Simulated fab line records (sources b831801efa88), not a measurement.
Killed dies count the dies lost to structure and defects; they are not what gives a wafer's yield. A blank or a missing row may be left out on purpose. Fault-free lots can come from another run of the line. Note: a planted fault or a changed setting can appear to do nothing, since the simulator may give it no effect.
What tool caused it? -- flow sky130 -- 6 lots, 18 wafers sampled, at 4 steps of a route of 708

WHAT EACH GAUGE READ, for each wafer
SKY_PASSIVATION_THK_MEAS_03.
lot,measured,on,PASSIVATION_CVD_02_THK (nm)
L465,day 44 11:55,filmMetro-04,532 539 548
L468,day 45 08:10,filmMetro-01,538 538 541
L470,day 45 22:07,filmMetro-01,536 545 542
L473,day 46 14:27,filmMetro-04,539 535 541
L475,day 47 06:02,filmMetro-01,534 539 544
L484,day 49 05:11,filmMetro-01,546 553 549

TOOL THAT RAN EACH LOT (tool first, then ch and the chambers of the sampled wafers, then the start)
lot,SKY_VIA3_ETCH_15,SKY_METAL5_DESCUM_14,SKY_PASSIVATION_CVD_02
L465,"rieDiel-01 ch 1,2, day 40 06:58","rieMetal-03 ch 0,1, day 44 10:43","pecvd-02 ch 1,2, day 44 11:41"
L468,"rieDiel-01 ch 0,1,3, day 41 05:19","rieMetal-01 ch 0,1, day 45 06:59","pecvd-02 ch 0,2, day 45 07:56"
L470,"rieDiel-04 ch 1,2,3, day 41 21:53","rieMetal-03 ch 0,1, day 45 20:52","pecvd-03 ch 0,1,2, day 45 21:53"
L473,"rieDiel-04 ch 1,3, day 42 18:10","rieMetal-02 ch 0,1, day 46 13:14","pecvd-03 ch 1,2, day 46 14:14"
L475,"rieDiel-04 ch 1,2, day 43 06:25","rieMetal-02 ch 0,1, day 47 04:49","pecvd-02 ch 0,2, day 47 05:48"
L484,"rieDiel-04 ch 0,1, day 45 14:25","rieMetal-03 ch 0,1, day 49 03:55","pecvd-03 ch 0,1,2, day 49 04:57"
- SKY_VIA3_ETCH_15: etches SiO2 in C4F8/O2/Ar, stops on TiN, target depth 507 nm, time 78 s.
- SKY_METAL5_DESCUM_14: chemistry O2, time 11 s.
- SKY_PASSIVATION_CVD_02: deposits Si3N4, target thk 540 nm.

THE ANSWER, worked out from the rows above alone
Rule: the usual values come from the lots themselves. Put in order of their means at a reading, lots are off if they are a third of the lots or fewer, leave a main group of 4 or more, and stand apart from it by a gap of 3 or more times the standard deviation of the main group's means; of several such gaps the widest counts. The tables above print the reading to a certain number of digits; a main group whose means all agree to those digits is not used. Also off: a lot with no number at a reading for which 4 or more lots have one. Any other lot the step has rows for is counted as sound.
Off: L484, at SKY_PASSIVATION_THK_MEAS_03 (PASSIVATION_CVD_02_THK). The main group has a mean of 539 nm with a standard deviation of 0.9.
A tool fits if, at a process step before that reading, it ran every lot that is off, and no sound lot after the first of them. Those tools and the gauges at SKY_PASSIVATION_THK_MEAS_03 are tried in the same way. Can't be told from this: 4 tools fit, rieDiel-04 at SKY_VIA3_ETCH_15, rieMetal-03 at SKY_METAL5_DESCUM_14, pecvd-03 at SKY_PASSIVATION_CVD_02, filmMetro-01 at SKY_PASSIVATION_THK_MEAS_03.

WHAT THE SIMULATOR HAD INSERTED
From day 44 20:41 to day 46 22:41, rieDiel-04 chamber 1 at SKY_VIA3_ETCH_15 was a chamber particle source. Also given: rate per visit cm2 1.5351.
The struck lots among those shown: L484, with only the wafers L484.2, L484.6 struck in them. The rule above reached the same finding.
